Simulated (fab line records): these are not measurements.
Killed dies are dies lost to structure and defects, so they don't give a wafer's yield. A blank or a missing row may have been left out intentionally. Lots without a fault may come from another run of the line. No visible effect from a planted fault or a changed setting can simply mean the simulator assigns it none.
fab line records -- flow sky130
[record] lots = 11, wafers = 31, last_day = 51
route steps=708 shown LDD_LDN@301 POLY_CUT@316 LOCAL_INTERCONNECT@400 METAL1@436 VIA4@640 PAD_OPEN@708
lots that met no fault: from a run of the same line without faults
start_h: hours from the record's opening day to when the first of the lot's shown wafers began -- wait_h: how many hours have passed since the lot's step before this one -- " repeats the value in the row above -- L1.1+2: a single row standing in for several wafers -- - no value, or no start was given -- * or withheld: withheld -- < > ~ a bound
route shown NAME@n: a module of which the file shows steps, and the number in the route of the first -- usual: average and standard deviation across the fault-free wafers -- same: alike in all rows -- chamber/n: place in a boat -- sites: readings site by site -- _std_site: standard deviation of those values -- _edge_site: inner sites' mean taken away from outer sites' mean -- radius_mm: how far each site lies from the wafer's centre -- mask NAME#n: copy n -- behind: the most recent tool/chamber to have shaped the wafer -- hold: what put the lot on hold/how long, in hours/how the hold closed -- device: whichever transistor did not switch (one of n, p or np) -- end of line: the route-end tests of the same wafers -- step lacking rows: just its recipe -- killed: dies that structure and defects cost at the first sort, which is not the same as the wafer's yield -- map: a wafer's dies, marking killed ones x, the rest . and places with no die _
set.NAME: the setting the step ran with; set.NAME@STEP: the setting that earlier step ran with -- model.NAME: the simulator's own value behind a step, which no gauge read
route steps across a sampled set of lots; one table per step, one row per wafer
services: a tool's chamber out of use, with start hour (start_h, from the record's first day; less than 0 if before it), hours out, and reason
[[steps]]
[step SKY_LDD_LDN_STRIP_12]
[recipe] chemistry = O2/N2, power_w = 1400, pressure_mtorr = 1500, platen_temp_c = withheld, o2_flow_sccm = 3000, n2_flow_sccm = 300, overash_fraction = 0.5
[usual] drypump_motor_current_A = 5.5/0.41, oes_product_au = 0.716/0.005, strip_time_to_endpoint_s = 14.18/0.03
lot.wafer,tool,chamber,start_h,wait_h,drypump_motor_current_A,oes_product_au,rf_hours_counter_h,strip_time_to_endpoint_s
L189.1,plasma_asher-03,1,531.27,0.1,5.6,0.717,72,14.16
L189.4,plasma_asher-03,1,531.27,0.1,5.6,0.714,-,14.19
L189.5,plasma_asher-03,1,531.27,0.1,5.6,0.721,-,14.21
L191.1,plasma_asher-04,0,552.03,0.1,5.2,0.719,12,14.23
L191.2,plasma_asher-04,1,552.03,0.1,5.1,0.719,12,14.22
L191.5,plasma_asher-04,0,552.03,0.1,5.2,0.719,-,14.19
L193.1,plasma_asher-02,0,570.78,0.1,6.2,0.720,86,14.21
L193.3,plasma_asher-02,0,570.78,0.1,6.3,0.718,-,14.20
L193.4,plasma_asher-02,1,570.78,0.1,5.1,0.720,-,14.18
L194.2,plasma_asher-03,0,578.38,0.1,5.7,0.704,77,14.19
L194.3,plasma_asher-03,0,578.38,0.1,5.7,0.715,-,14.20
L196.2,plasma_asher-04,0,596.34,0.1,5.2,0.718,17,14.18
L196.3,plasma_asher-04,0,596.34,0.1,5.2,0.721,-,14.19
L203.1,plasma_asher-03,0,648.97,0.1,5.7,0.714,84,14.18
L203.2,plasma_asher-03,1,648.97,0.1,5.6,0.715,84,14.20
L203.5,plasma_asher-03,1,648.97,0.1,5.6,0.714,-,14.15
L206.2,plasma_asher-03,1,678.39,0.1,5.6,0.726,87,14.16
L206.4,plasma_asher-03,1,678.39,0.1,5.6,0.719,-,14.14
L206.5,plasma_asher-03,1,678.39,0.1,5.6,0.708,-,14.12
L207.1,plasma_asher-03,1,683.37,0.1,5.6,0.710,88,14.12
L207.3,plasma_asher-03,1,683.37,0.1,5.6,0.714,-,14.16
L207.4,plasma_asher-03,0,683.37,0.1,5.7,0.713,-,14.13
L208.1,plasma_asher-02,1,689.77,0.1,5.1,0.710,99,14.24
L208.3,plasma_asher-02,0,689.77,0.1,6.2,0.716,-,14.16
L208.6,plasma_asher-02,1,689.77,0.1,5.1,0.714,-,14.13
L209.2,plasma_asher-02,0,698.77,0.1,6.3,0.715,100,14.16
L209.4,plasma_asher-02,1,698.77,0.1,5.1,0.709,-,14.13
L209.5,plasma_asher-02,0,698.77,0.1,6.3,0.717,-,14.18
L211.1,plasma_asher-02,1,732.82,0.1,5.1,0.714,103,14.20
L211.3,plasma_asher-02,0,732.82,0.1,6.3,0.715,-,14.16
L211.6,plasma_asher-02,1,732.82,0.1,5.2,0.718,-,14.17
[step SKY_POLY_CUT_OVL_MEAS_09]
[usual] POLY_CUT_OVL = -3/5.9
lot.wafer,tool,chamber,start_h,wait_h,POLY_CUT_OVL[nm]
L189.1,overlay-02,-,562.55,0.1,8
L189.4,overlay-02,-,562.55,0.1,-6
L189.5,overlay-02,-,562.55,0.1,-1
L191.1,overlay-02,-,584.30,0.1,-5
L191.2,overlay-02,-,584.30,0.1,-5
L191.5,overlay-02,-,584.30,0.1,-3
L193.1,overlay-02,-,600.97,0.1,-5
L193.3,overlay-02,-,600.97,0.1,-7
L193.4,overlay-02,-,600.97,0.1,-6
L194.2,overlay-02,-,609.11,0.1,-12
L194.3,overlay-02,-,609.11,0.1,-14
L196.2,overlay-02,-,626.91,0.1,-10
L196.3,overlay-02,-,626.91,0.1,-8
L203.1,overlay-01,-,679.42,0.1,-2
L203.2,overlay-01,-,679.42,0.1,-2
L203.5,overlay-01,-,679.42,0.1,6
L206.2,overlay-01,-,707.86,0.1,-12
L206.4,overlay-01,-,707.86,0.1,-10
L206.5,overlay-01,-,707.86,0.1,-7
L207.1,overlay-01,-,713.20,0.1,-7
L207.3,overlay-01,-,713.20,0.1,-5
L207.4,overlay-01,-,713.20,0.1,-6
L208.1,overlay-01,-,718.51,0.1,-8
L208.3,overlay-01,-,718.51,0.1,-1
L208.6,overlay-01,-,718.51,0.1,-2
L209.2,overlay-01,-,733.36,0.1,-7
L209.4,overlay-01,-,733.36,0.1,-6
L209.5,overlay-01,-,733.36,0.1,-9
L211.1,overlay-01,-,774.31,0.1,-9
L211.3,overlay-01,-,774.31,0.1,3
L211.6,overlay-01,-,774.31,0.1,-2
[step SKY_LOCAL_INTERCONNECT_ETCH_13]
[recipe] chemistry = N2/H2, target = BARC, ion_energy_ev = 200, bias_w = 100, pressure_mtorr = 30, n2_flow_sccm = 100, h2_flow_sccm = 200, icp_w = 500, stop_on = SiO2, time_s = 45.9, target_depth_a = 600
[usual] drypump_motor_current_A = 5.9/0.55, oes_product_au = 0.854/0.0044, run_length_s = 74.1/0.55, throttle_valve_pct = 13.224/0.0087
lot.wafer,tool,chamber,start_h,wait_h,drypump_motor_current_A,oes_product_au,rf_hours_counter_h,run_length_s,throttle_valve_pct
L189.1,rie_metal-01,0,710.20,0.0,5.4,0.858,2,74.7,13.215
L189.4,rie_metal-01,1,710.20,0.0,5.5,0.858,-,73.3,13.228
L189.5,rie_metal-01,0,710.20,0.0,5.4,0.855,-,74.5,13.213
L191.1,rie_metal-01,1,728.24,0.0,5.5,0.853,13,73.5,13.234
L191.2,rie_metal-01,0,728.24,0.0,5.4,0.845,2,74.7,13.212
L191.5,rie_metal-01,1,728.24,0.0,5.4,0.855,-,73.8,13.217
L193.1,rie_metal-03,1,746.01,0.0,4.8,0.855,8,74.4,13.227
L193.3,rie_metal-03,1,746.01,0.0,4.8,0.853,-,74.2,13.215
L193.4,rie_metal-03,0,746.01,0.0,6.0,0.854,-,73.6,13.237
L194.2,rie_metal-01,0,753.51,0.0,5.4,0.811,3,79.8,13.214
L194.3,rie_metal-01,1,753.51,0.0,5.4,0.806,-,78.8,13.224
L196.2,rie_metal-01,0,773.41,0.0,5.4,0.802,-,79.9,13.231
L196.3,rie_metal-01,0,773.41,0.0,5.4,0.805,-,79.8,13.217
L203.1,rie_metal-04,1,817.05,0.0,6.2,0.848,3,74.4,13.222
L203.2,rie_metal-04,0,817.05,0.0,6.7,0.854,16,74.0,13.216
L203.5,rie_metal-04,1,817.05,0.0,6.2,0.858,-,74.3,13.225
L206.2,rie_metal-03,1,843.39,0.0,4.8,0.859,9,74.0,13.228
L206.4,rie_metal-03,1,843.39,0.0,4.8,0.854,-,74.0,13.209
L206.5,rie_metal-03,1,843.39,0.0,4.8,0.854,-,74.6,13.226
L207.1,rie_metal-01,1,849.44,0.0,5.5,0.854,1,73.4,13.217
L207.3,rie_metal-01,1,849.44,0.0,5.5,0.852,-,73.5,13.230
L207.4,rie_metal-01,0,849.44,0.0,5.4,0.857,-,75.0,13.220
L208.1,rie_metal-01,0,854.55,0.0,5.4,0.863,8,74.5,13.227
L208.3,rie_metal-01,1,854.55,0.0,5.4,0.854,-,73.6,13.223
L208.6,rie_metal-01,1,854.55,0.0,5.5,0.857,-,73.9,13.226
L209.2,rie_metal-01,1,869.31,0.0,5.4,0.852,2,73.5,13.226
L209.4,rie_metal-01,0,869.31,0.0,5.4,0.848,-,75.0,13.231
L209.5,rie_metal-01,0,869.31,0.0,5.4,0.857,-,74.8,13.198
L211.1,rie_metal-04,1,906.66,0.0,6.2,0.850,9,74.3,13.226
L211.3,rie_metal-04,1,906.66,0.0,6.2,0.857,-,74.4,13.228
L211.6,rie_metal-04,1,906.66,0.0,6.2,0.853,-,74.9,13.222
[step SKY_METAL1_SPUTTER_02]
[recipe] material = AlCu, target_thk_nm = 250, power_w = 10600, time_s = 13.3, chamber_pressure_pa = 0.4
[usual] throttle_valve_pct = 30.2/1
lot.wafer,tool,chamber,start_h,wait_h,throttle_valve_pct
L189.1,pvd_sputter-03,-,739.91,0.0,30.8
L189.4,pvd_sputter-03,-,739.91,0.0,30.7
L189.5,pvd_sputter-03,-,739.91,0.0,30.5
L191.1,pvd_sputter-03,-,757.10,0.0,29.9
L191.2,pvd_sputter-03,-,757.10,0.0,29.0
L191.5,pvd_sputter-03,-,757.10,0.0,29.2
L193.1,pvd_sputter-02,-,777.15,0.0,28.1
L193.3,pvd_sputter-02,-,777.15,0.0,27.6
L193.4,pvd_sputter-02,-,777.15,0.0,29.6
L194.2,pvd_sputter-01,-,782.78,0.0,30.6
L194.3,pvd_sputter-01,-,782.78,0.0,30.1
L196.2,pvd_sputter-01,-,801.71,0.0,31.6
L196.3,pvd_sputter-01,-,801.71,0.0,31.1
L203.1,pvd_sputter-03,-,846.57,0.0,30.9
L203.2,pvd_sputter-03,-,846.57,0.0,28.9
L203.5,pvd_sputter-03,-,846.57,0.0,30.7
L206.2,pvd_sputter-02,-,872.08,0.0,28.2
L206.4,pvd_sputter-02,-,872.08,0.0,27.7
L206.5,pvd_sputter-02,-,872.08,0.0,28.4
L207.1,pvd_sputter-01,-,878.54,0.0,31.3
L207.3,pvd_sputter-01,-,878.54,0.0,30.8
L207.4,pvd_sputter-01,-,878.54,0.0,30.0
L208.1,pvd_sputter-03,-,883.17,0.0,30.6
L208.3,pvd_sputter-03,-,883.17,0.0,29.8
L208.6,pvd_sputter-03,-,883.17,0.0,30.9
L209.2,pvd_sputter-01,-,897.66,0.0,30.8
L209.4,pvd_sputter-01,-,897.66,0.0,31.6
L209.5,pvd_sputter-01,-,897.66,0.0,30.8
L211.1,pvd_sputter-01,-,934.61,0.0,31.4
L211.3,pvd_sputter-01,-,934.61,0.0,30.1
L211.6,pvd_sputter-01,-,934.61,0.0,30.7
[step SKY_VIA4_THK_MEAS_01]
[recipe] reads = SiO2_of_VIA4_HDPCVD_00
[usual] VIA4_HDPCVD_THK = 1728/21
lot.wafer,tool,chamber,start_h,wait_h,hold,VIA4_HDPCVD_THK[nm]
L189.1,film_metro-01,-,982.52,0.1,-,1761
L189.4,film_metro-01,-,982.52,0.1,-,1751
L189.5,film_metro-01,-,982.52,0.1,-,1710
L191.1,film_metro-04,-,998.79,0.1,-,1742
L191.2,film_metro-04,-,998.79,0.1,-,1740
L191.5,film_metro-04,-,998.79,0.1,-,1710
L193.1,film_metro-02,-,1015.69,0.1,-,1728
L193.3,film_metro-02,-,1015.69,0.1,-,1721
L193.4,film_metro-02,-,1015.69,0.1,-,1719
L194.2,film_metro-04,-,1019.01,0.1,await_dispo/0.2h/release,1708
L194.3,film_metro-04,-,1019.01,0.1,await_dispo/0.2h/release,1716
L194.2,film_metro-04,-,1019.24,0.2,-,1708
L194.3,film_metro-04,-,1019.24,0.2,-,1717
L196.2,film_metro-04,-,1036.52,0.1,await_dispo/0.2h/release,1741
L196.3,film_metro-04,-,1036.52,0.1,await_dispo/0.2h/release,1698
L196.2,film_metro-04,-,1036.75,0.2,-,1740
L196.3,film_metro-04,-,1036.75,0.2,-,1697
L203.1,film_metro-04,-,1072.80,0.1,-,1721
L203.2,film_metro-04,-,1072.80,0.1,-,1745
L203.5,film_metro-04,-,1072.80,0.1,-,1714
L206.2,film_metro-04,-,1093.65,0.1,-,1757
L206.4,film_metro-04,-,1093.65,0.1,-,1756
L206.5,film_metro-04,-,1093.65,0.1,-,1705
L207.1,film_metro-01,-,1097.75,0.1,-,1724
L207.3,film_metro-01,-,1097.75,0.1,-,1684
L207.4,film_metro-01,-,1097.75,0.1,-,1735
L208.1,film_metro-02,-,1102.44,0.1,-,1749
L208.3,film_metro-02,-,1102.44,0.1,-,1751
L208.6,film_metro-02,-,1102.44,0.1,-,1756
L209.2,film_metro-04,-,1114.38,0.2,-,1707
L209.4,film_metro-04,-,1114.38,0.2,-,1698
L209.5,film_metro-04,-,1114.38,0.2,-,1695
L211.1,film_metro-02,-,1143.09,0.1,-,1707
L211.3,film_metro-02,-,1143.09,0.1,-,1721
L211.6,film_metro-02,-,1143.09,0.1,-,1710
[step SKY_VIA4_CMP_02]
[recipe] material = SiO2, down_force_psi = 4, platen_rpm = 60, pad_velocity_m_s = 0.94248
[usual] motor_current_A = 11.9/0.9, slurry_filter_dp_kPa = 13.54/0.14
lot.wafer,tool,chamber,start_h,wait_h,hold,motor_current_A,slurry_filter_dp_kPa
L189.1,cmp-02,2,982.58,0.1,-,12.4,13.25
L189.4,cmp-02,3,982.58,0.1,-,11.9,13.55
L189.5,cmp-02,3,982.58,0.1,-,12.3,13.68
L191.1,cmp-01,3,998.85,0.1,-,10.7,13.60
L191.2,cmp-01,1,998.85,0.1,-,13.7,13.61
L191.5,cmp-01,3,998.85,0.1,-,10.6,13.58
L193.3,cmp-02,0,1016.02,0.3,-,10.8,13.55
L193.4,cmp-02,1,1016.02,0.3,-,12.2,13.38
L193.1,cmp-02,2,1016.02,0.3,-,12.0,13.63
L194.2,cmp-02,2,1022.36,3.1,await_dispo/2.9h/release,12.1,13.76
L194.3,cmp-02,3,1022.36,3.1,await_dispo/2.9h/release,11.5,13.34
L196.2,cmp-02,2,1039.14,2.4,await_dispo/1.7h/release,12.6,13.39
L196.3,cmp-02,0,1039.14,2.4,await_dispo/1.7h/release,10.5,13.51
L203.2,cmp-02,1,1072.88,0.1,-,11.8,13.32
L203.1,cmp-02,2,1072.88,0.1,-,12.2,13.45
L203.5,cmp-02,1,1072.88,0.1,-,11.6,13.71
L206.4,cmp-01,1,1094.54,0.9,-,13.7,13.70
L206.2,cmp-01,2,1094.54,0.9,-,12.5,13.58
L206.5,cmp-01,0,1094.54,0.9,-,12.1,13.66
L207.1,cmp-01,0,1097.86,0.1,-,12.0,13.40
L207.3,cmp-01,1,1097.86,0.1,-,13.5,13.58
L207.4,cmp-01,2,1097.86,0.1,-,12.2,13.60
L208.1,cmp-01,3,1102.50,0.1,-,11.0,13.65
L208.3,cmp-01,2,1102.50,0.1,-,13.1,13.63
L208.6,cmp-01,0,1102.50,0.1,-,11.8,13.69
L209.2,cmp-01,3,1114.48,0.1,-,10.7,13.61
L209.4,cmp-01,0,1114.48,0.1,-,11.6,13.44
L209.5,cmp-01,3,1114.48,0.1,-,11.1,13.58
L211.3,cmp-02,1,1143.15,0.0,-,11.1,13.30
L211.1,cmp-02,2,1143.15,0.0,-,12.2,13.71
L211.6,cmp-02,2,1143.15,0.0,-,12.4,13.53
[step SKY_PAD_OPEN_PROBE_99]
[usual] killed_at_M0_to_M3 = 43/6.5, killed_at_M4_up = 3.1/1.8, killed_at_contacts = 24/5.6, killed_at_front_end = 15/4.2, killed_at_other = 0.3/0.5, killed_dies = 86/8.9, killed_open = 47/6.9, killed_short = 39/5.9
[same] gross_dies = 492, killed_at_back_side = 0
lot.wafer,tool,chamber,start_h,wait_h,killed_at_M0_to_M3,killed_at_M4_up,killed_at_contacts,killed_at_front_end,killed_at_other,killed_dies,killed_open,killed_short
L191.1,prober-02,-,1091.57,0.1,50,4,23,16,0,93,51,42
L191.2,prober-02,-,1091.62,0.1,43,3,19,19,1,85,50,35
L191.5,prober-02,-,1091.77,0.2,49,2,20,13,2,86,44,42
L193.1,prober-01,-,1104.72,0.1,38,6,20,13,0,77,43,34
L193.3,prober-01,-,1104.82,0.2,39,1,20,11,0,71,31,40
L193.4,prober-01,-,1104.87,0.2,37,7,29,12,0,85,39,46
L194.2,prober-02,-,1109.98,0.1,42,3,21,9,0,75,45,30
L194.3,prober-02,-,1110.03,0.2,40,3,17,19,0,79,37,42
L203.1,prober-01,-,1156.55,0.1,46,0,22,11,0,79,40,39
L203.2,prober-01,-,1156.60,0.1,36,3,23,8,0,70,40,30
L203.5,prober-01,-,1156.75,0.2,43,1,12,16,0,72,43,29
L206.2,prober-02,-,1174.91,0.1,45,5,30,8,0,88,50,38
L206.4,prober-02,-,1175.01,0.2,49,0,22,13,0,84,49,35
L206.5,prober-02,-,1175.06,0.2,40,4,18,17,0,79,43,36
L208.1,prober-02,-,1180.46,0.1,50,2,28,7,0,87,45,42
L208.3,prober-02,-,1180.56,0.2,51,2,26,13,0,92,52,40
L208.6,prober-02,-,1180.71,0.2,39,4,22,14,0,79,47,32
// killed by level:class
L191.1 VIA3:geometric_particle:open=9 METAL2:geometric_particle:short=9 LI_CONTACT:geometric_particle:open=8 VIA1:geometric_particle:open=8 CONTACT:geometric_particle:open=7 METAL1:geometric_particle:open=6 FIELD_ISO:geometric_particle:short=5 POLY_GATE:geometric_particle:short=4
L191.2 VIA1:geometric_particle:open=9 VIA3:geometric_particle:open=9 LI_CONTACT:geometric_particle:open=7 FIELD_ISO:geometric_particle:open=6 CONTACT:geometric_particle:open=5 METAL1:geometric_particle:short=5 METAL2:geometric_particle:short=5 VIA2:geometric_particle:open=5
L191.5 VIA1:geometric_particle:short=8 METAL2:geometric_particle:short=8 VIA3:geometric_particle:open=8 VIA1:geometric_particle:open=6 CONTACT:geometric_particle:open=6 CONTACT:geometric_particle:short=5 VIA2:geometric_particle:open=5 FIELD_ISO:geometric_particle:open=3
L193.1 VIA2:geometric_particle:open=7 CONTACT:geometric_particle:short=7 VIA3:geometric_particle:open=5 CONTACT:geometric_particle:open=5 METAL1:geometric_particle:short=5 VIA1:geometric_particle:open=5 FIELD_ISO:geometric_particle:open=4 POLY_GATE:geometric_particle:open=4
L193.3 VIA1:geometric_particle:open=9 METAL2:geometric_particle:short=9 CONTACT:geometric_particle:open=7 VIA1:geometric_particle:short=6 LI_CONTACT:geometric_particle:open=4 POLY_GATE:geometric_particle:short=4 LOCAL_INTERCONNECT:geometric_particle:short=4 CONTACT:geometric_particle:short=4
L193.4 LI_CONTACT:geometric_particle:open=9 LOCAL_INTERCONNECT:geometric_particle:short=8 METAL1:geometric_particle:short=7 VIA1:geometric_particle:open=7 CONTACT:geometric_particle:open=6 VIA2:geometric_particle:open=6 VIA1:geometric_particle:short=5 SPACER:geometric_particle:short=4
L194.2 VIA1:geometric_particle:open=15 CONTACT:geometric_particle:open=11 LI_CONTACT:geometric_particle:open=6 FIELD_ISO:geometric_particle:short=5 VIA1:geometric_particle:short=5 VIA2:geometric_particle:short=5 METAL3:geometric_particle:short=4 VIA3:geometric_particle:open=3
L194.3 VIA1:geometric_particle:short=9 VIA1:geometric_particle:open=6 FIELD_ISO:geometric_particle:short=5 FIELD_ISO:geometric_particle:open=4 LI_CONTACT:geometric_particle:short=4 LI_CONTACT:geometric_particle:open=4 CONTACT:geometric_particle:open=4 VIA3:geometric_particle:open=4
L203.1 VIA1:geometric_particle:open=14 CONTACT:geometric_particle:short=7 METAL2:geometric_particle:short=6 VIA3:geometric_particle:open=5 LOCAL_INTERCONNECT:geometric_particle:short=5 METAL1:geometric_particle:short=5 VIA2:geometric_particle:open=5 FIELD_ISO:geometric_particle:short=4
L203.2 VIA3:geometric_particle:open=10 CONTACT:geometric_particle:open=9 LI_CONTACT:geometric_particle:open=7 METAL1:geometric_particle:short=5 VIA1:geometric_particle:short=5 POLY_GATE:geometric_particle:open=4 VIA1:geometric_particle:open=4 VIA2:geometric_particle:short=4
L203.5 VIA1:geometric_particle:open=10 VIA3:geometric_particle:open=7 VIA2:geometric_particle:open=6 LI_CONTACT:geometric_particle:open=5 VIA2:geometric_particle:short=4 POLY_GATE:geometric_particle:short=3 CONTACT:geometric_particle:open=3 METAL2:geometric_particle:short=3
L206.2 CONTACT:geometric_particle:open=11 LI_CONTACT:geometric_particle:open=8 VIA1:geometric_particle:open=6 VIA1:geometric_particle:short=6 LOCAL_INTERCONNECT:geometric_particle:short=5 VIA2:geometric_particle:open=5 VIA3:geometric_particle:open=5 CONTACT:geometric_particle:short=4
L206.4 VIA1:geometric_particle:open=16 CONTACT:geometric_particle:open=9 LI_CONTACT:geometric_particle:open=6 METAL3:geometric_particle:short=6 VIA3:geometric_particle:open=5 METAL1:geometric_particle:short=5 LOCAL_INTERCONNECT:geometric_particle:short=4 VIA2:geometric_particle:short=4
L206.5 VIA1:geometric_particle:open=10 CONTACT:geometric_particle:open=6 VIA1:geometric_particle:short=6 VIA3:geometric_particle:open=6 FIELD_ISO:geometric_particle:open=5 LI_CONTACT:geometric_particle:open=4 METAL1:geometric_particle:short=4 FIELD_ISO:geometric_particle:short=3
L208.1 METAL2:geometric_particle:short=11 VIA3:geometric_particle:open=11 CONTACT:geometric_particle:open=10 VIA1:geometric_particle:open=10 LI_CONTACT:geometric_particle:open=8 FIELD_ISO:geometric_particle:short=4 LOCAL_INTERCONNECT:geometric_particle:short=4 VIA1:geometric_particle:short=4
L208.3 CONTACT:geometric_particle:open=9 VIA2:geometric_particle:open=9 METAL2:geometric_particle:short=8 METAL1:geometric_particle:short=8 VIA1:geometric_particle:open=8 LI_CONTACT:geometric_particle:open=7 LOCAL_INTERCONNECT:geometric_particle:short=5 VIA3:geometric_particle:open=5
L208.6 LI_CONTACT:geometric_particle:open=9 VIA1:geometric_particle:open=8 VIA2:geometric_particle:open=8 CONTACT:geometric_particle:open=6 VIA1:geometric_particle:short=5 VIA3:geometric_particle:open=5 POLY_GATE:geometric_particle:open=4 VIA3:geometric_particle:short=4
[[services]]
tool,chamber,start_h,hours,kind
cmp-01,-,515.01,0.8,repair
cmp-02,-,535.98,1.0,repair
cmp-02,-,543.17,0.6,repair
cmp-01,-,548.17,0.2,repair
cmp-02,-,564.97,5.3,pm
cmp-02,-,620.81,1.1,repair
cmp-02,-,625.25,0.3,repair
cmp-02,-,675.94,1.9,repair
cmp-02,-,688.07,0.6,repair
cmp-02,-,689.87,8.6,pm
cmp-02,-,701.02,0.5,repair
rie_metal-01,-,724.78,1.4,pm
cmp-02,-,744.11,4.0,pm
rie_metal-01,1,760.15,20.5,repair
cmp-02,-,770.27,2.5,repair
rie_metal-01,-,803.63,0.2,repair
cmp-02,-,875.67,2.1,repair
cmp-02,-,933.75,6.9,pm
cmp-02,-,951.22,1.3,repair
cmp-02,-,983.91,6.3,repair
rie_metal-01,1,1057.35,8.7,repair
cmp-02,-,1084.18,4.0,pm
cmp-02,-,1091.07,1.6,repair
cmp-02,-,1127.34,2.4,repair
[[key]]
[first_sign] step = SKY_LOCAL_INTERCONNECT_ETCH_13, reading = oes_product_au, direction = down, sigmas = 11, usual = 0.854, struck = 0.806
[effect] step = SKY_LOCAL_INTERCONNECT_ETCH_13, reading = run_length_s, direction = up, sigmas = 10, usual = *, struck = *
met_at SKY_LOCAL_INTERCONNECT_ETCH_13
struck_lots L194,L196
struck_wafers L194.2,L194.3,L196.2,L196.3
tester_left_out L194,L196
not_acting_at SKY_LDD_LDN_STRIP_12,SKY_POLY_CUT_OVL_MEAS_09,SKY_METAL1_SPUTTER_02
onset_between 728.24 753.51
[fault] kind = process_parameter_drift, tool = rie_metal-01, chamber = -, onset_h = 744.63, steps = SKY_LOCAL_INTERCONNECT_ETCH_13, channel = time_s, offset = *, shape = step, end_h = 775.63, scope = struck_wafers_only, acts_in = *, stated = *
// tester_left_out: of these lots the tester's yield and bins aren't shown, on N5 and GAA mostly nor the transistor test; their killed dies are dies lost to structure and defects alone, not to doping, threshold or leakage, so they don't give the yield
